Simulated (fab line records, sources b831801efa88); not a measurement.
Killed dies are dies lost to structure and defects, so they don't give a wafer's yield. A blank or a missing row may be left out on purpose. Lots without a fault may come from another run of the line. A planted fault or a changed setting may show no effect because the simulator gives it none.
Chamber matching | flow gf180mcu | GF_V5_CVD_02 on pecvd-01: 3 sister chambers
The step deposits SiO2 from TEOS, target thk 1450 nm, time 163.28 s. 6 wafers are shown with their chamber, then 10 later ones without.

WAFERS WITH THEIR CHAMBER
wafer  | chamber | heater_power_w (W)
L090.1 | 1       | 797
L090.4 | 2       | 616
L090.5 | 0       | 647
L090.6 | 1       | 690
L094.2 | 2       | 653
L094.5 | 0       | 523

WAFERS WITHOUT THEIR CHAMBER
wafer  | heater_power_w (W)
L094.6 | 677
L093.1 | 635
L093.3 | 833
L093.5 | 652
L095.1 | 823
L095.2 | 511
L095.3 | 552
L095.4 | 674
L095.5 | 628
L095.6 | 621

WHICH CHAMBER EACH WENT THROUGH
wafer  | from the rows above          | in truth
L094.6 | can't be placed: 2 or 1 or 0 | 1
L093.1 | can't be placed: 2 or 0 or 1 | 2
L093.3 | can't be placed: 1 or 2      | 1
L093.5 | can't be placed: 2 or 0 or 1 | 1
L095.1 | can't be placed: 1 or 2      | 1
L095.2 | can't be placed: 0 or 2      | 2
L095.3 | can't be placed: 0 or 2      | 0
L095.4 | can't be placed: 2 or 1 or 0 | 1
L095.5 | can't be placed: 2 or 0 or 1 | 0
L095.6 | can't be placed: 2 or 0 or 1 | 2
Placed correctly: 0 of 10. Can't be placed from these rows: 10 (the true chamber is among the candidates in 10). Placed wrongly: 0.
How it was worked out, from the rows above alone: a wafer's distance from a chamber is the root of the sum, over the readings, of the square of ((its reading less the chamber's mean) divided by the reading's scatter). The wafer belongs to the nearest chamber; if the next one is less than 2 further off, it can't be placed. A chamber's mean is the mean of its shown wafers. The scatter: the root of (the sum of the squares of (reading less its chamber's mean) over the shown wafers, divided by (wafers less chambers)).
